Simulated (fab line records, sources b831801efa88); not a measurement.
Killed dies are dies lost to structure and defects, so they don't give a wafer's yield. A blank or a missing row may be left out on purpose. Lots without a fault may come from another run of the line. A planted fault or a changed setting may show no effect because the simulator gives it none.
Which tool did it? | flow gf180mcu | 24 lots, 72 wafers sampled, at 3 steps of a route of 602

WHAT THE GAUGES READ, wafer by wafer
GF_HV_LDD_CD_MEAS_31: target cd 400 nm. Usual: cd_nm 399.9 nm, standard deviation 2.5.
lot  | measured     | on        | cd_nm (nm)        | flag
L074 | day 12 00:59 | cd_sem-02 | 399.1 399.0 400.1 |
L075 | day 12 10:50 | cd_sem-02 | 401.2 398.6 397.9 |
L076 | day 12 11:53 | cd_sem-02 | 395.2 394.7 396.2 |
L077 | day 12 21:10 | cd_sem-01 | 403.3 403.5 403.3 |
L078 | day 13 11:34 | cd_sem-02 | 401.5 403.4 401.2 |
L079 | day 13 17:49 | cd_sem-02 | 398.3 397.6 397.2 |
L080 | day 13 23:50 | cd_sem-01 | 398.6 396.1 396.7 |
L082 | day 14 13:03 | cd_sem-02 | 400.0 401.8 400.7 |
L081 | day 14 14:35 | cd_sem-02 | 399.3 398.4 400.8 |
L083 | day 14 20:58 | cd_sem-02 | 400.3 396.5 398.4 |
L084 | day 15 02:00 | cd_sem-01 | 402.7 403.4 401.9 |
L085 | day 15 08:19 | cd_sem-02 | 398.5 401.5 400.6 |
L086 | day 15 15:08 | cd_sem-02 | 398.5 397.9 397.0 |
L087 | day 16 00:06 | cd_sem-02 | 396.3 395.8 397.8 |
L088 | day 16 14:28 | cd_sem-01 | 396.7 400.1 397.3 |
L089 | day 17 01:56 | cd_sem-01 | 400.8 401.1 400.1 |
L090 | day 17 06:45 | cd_sem-02 | 401.9 402.0 402.3 |
L091 | day 17 13:47 | cd_sem-02 | 403.2 401.6 400.2 |
L092 | day 17 19:51 | cd_sem-01 | 404.0 403.9 405.7 |
L093 | day 18 06:38 | cd_sem-01 | 401.1 403.4 402.9 |
L094 | day 18 11:29 | cd_sem-02 | 397.3 398.1 398.2 |
L095 | day 19 01:40 | cd_sem-01 | 398.2 400.5 398.9 |
L096 | day 19 06:27 | cd_sem-02 | 399.2 397.7 398.3 |
L097 | day 19 14:26 | cd_sem-02 | 402.0 402.8 401.3 |

GF_V1_RS_MEAS_24: measures by four-point-probe. Usual: V1_W_RS 0.332 ohm/sq, standard deviation 0.0046.
lot  | measured     | on            | V1_W_RS (ohm/sq)  | flag
L074 | day 18 23:06 | film_metro-01 | 0.333 0.331 0.332 |
L075 | day 19 11:11 | film_metro-03 | 0.324 0.326 0.323 |
L076 | day 19 11:59 | film_metro-02 | 0.335 0.334 0.336 |
L077 | day 19 23:09 | film_metro-02 | 0.331 0.335 0.328 |
L078 | day 20 16:11 | film_metro-03 | 0.338 0.326 0.333 |
L079 | day 21 01:04 | film_metro-01 | 0.321 0.321 0.325 |
L080 | day 21 06:38 | film_metro-01 | 0.338 0.329 0.337 |
L082 | day 21 20:58 | film_metro-01 | 0.340 0.339 0.341 |
L081 | day 21 22:23 | film_metro-03 | 0.327 0.332 0.333 |
L083 | day 22 06:10 | film_metro-03 | 0.335 0.336 0.333 |
L084 | day 22 11:02 | film_metro-03 | 0.334 0.337 0.337 |
L085 | day 22 18:32 | film_metro-03 | 0.328 0.332 0.330 |
L086 | day 23 02:29 | film_metro-02 | 0.332 0.327 0.332 |
L087 | day 23 11:30 | film_metro-03 | 0.335 0.330 0.336 |
L088 | day 24 01:18 | film_metro-02 | 0.326 0.330 0.324 |
L089 | day 24 13:02 | film_metro-02 | 0.329 0.327 0.326 |
L090 | day 24 15:18 | film_metro-02 | 0.323 0.329 0.330 |
L091 | day 24 23:52 | film_metro-03 | 0.330 0.331 0.330 |
L092 | day 25 05:23 | film_metro-03 | 0.332 0.335 0.341 |
L093 | day 25 14:40 | film_metro-01 | 0.334 0.329 0.334 |
L094 | day 25 21:13 | film_metro-03 | 0.336 0.330 0.335 |
L095 | day 26 08:39 | film_metro-02 | 0.336 0.333 0.332 |
L096 | day 26 12:46 | film_metro-02 | 0.338 0.333 0.332 |
L097 | day 26 19:59 | film_metro-03 | 0.336 0.339 0.338 |

WHICH TOOL RAN EACH LOT (tool, then ch and the chambers of the sampled wafers, then the start)
lot  | GF_V1_SPUTTER_22
L074 | pvd_sputter-01, day 18 22:54
L075 | pvd_sputter-01, day 19 11:01
L076 | pvd_sputter-04, day 19 11:49
L077 | pvd_sputter-02, day 19 22:59
L078 | pvd_sputter-04, day 20 16:02
L079 | pvd_sputter-01, day 21 00:53
L080 | pvd_sputter-02, day 21 06:28
L082 | pvd_sputter-04, day 21 20:41
L081 | pvd_sputter-01, day 21 22:14
L083 | pvd_sputter-02, day 22 06:01
L084 | pvd_sputter-01, day 22 10:53
L085 | pvd_sputter-04, day 22 18:23
L086 | pvd_sputter-01, day 23 02:19
L087 | pvd_sputter-04, day 23 11:20
L088 | pvd_sputter-01, day 24 01:08
L089 | pvd_sputter-01, day 24 12:53
L090 | pvd_sputter-02, day 24 15:09
L091 | pvd_sputter-04, day 24 23:43
L092 | pvd_sputter-04, day 25 05:12
L093 | pvd_sputter-02, day 25 14:29
L094 | pvd_sputter-02, day 25 21:04
L095 | pvd_sputter-01, day 26 08:29
L096 | pvd_sputter-04, day 26 12:37
L097 | pvd_sputter-02, day 26 19:46
- GF_V1_SPUTTER_22: material TiN, target thk 10 nm, time 40 s.

WHAT THE TOOLS THEMSELVES READ (means of the sampled wafers that have a number; where no wafer has one, the mark that the record gives instead)
GF_V1_SPUTTER_22. Usual: throttle_valve_pct 30.4 %, standard deviation 0.86.
lot  | tool           | throttle_valve_pct (%) | flag
L074 | pvd_sputter-01 | 31.6                   |
L075 | pvd_sputter-01 | 30.9                   |
L076 | pvd_sputter-04 | 29.4                   |
L077 | pvd_sputter-02 | 29.9                   |
L078 | pvd_sputter-04 | 29.6                   |
L079 | pvd_sputter-01 | 31.3                   |
L080 | pvd_sputter-02 | 30.2                   |
L082 | pvd_sputter-04 | 29.5                   |
L081 | pvd_sputter-01 | 30.6                   |
L083 | pvd_sputter-02 | 30.4                   |
L084 | pvd_sputter-01 | 30.7                   |
L085 | pvd_sputter-04 | 30.0                   |
L086 | pvd_sputter-01 | 30.9                   |
L087 | pvd_sputter-04 | 29.4                   |
L088 | pvd_sputter-01 | 31.2                   |
L089 | pvd_sputter-01 | 31.1                   |
L090 | pvd_sputter-02 | 30.7                   |
L091 | pvd_sputter-04 | 29.6                   |
L092 | pvd_sputter-04 | 29.7                   |
L093 | pvd_sputter-02 | 30.5                   |
L094 | pvd_sputter-02 | 30.1                   |
L095 | pvd_sputter-01 | 30.8                   |
L096 | pvd_sputter-04 | 30.5                   |
L097 | pvd_sputter-02 | 30.2                   |

THE ANSWER, worked out from the rows above alone
Rule: a lot is off if the mean of its wafers that have a number lies more than 3 standard deviations from the usual mean. A lot without any number at a reading at which 4 lots or more have one is off too. The other lots that the step has rows for count as sound. The gauges are gone through in route order, then the tools' own readings, and for those a lot's mean is taken as printed above. The first step at which some lot is off is used, and at that step the reading that is off furthest; a lot without a number counts as furthest.
No lot is off at any reading shown: from this, nothing can be told.

WHAT THE SIMULATOR HAD PUT IN
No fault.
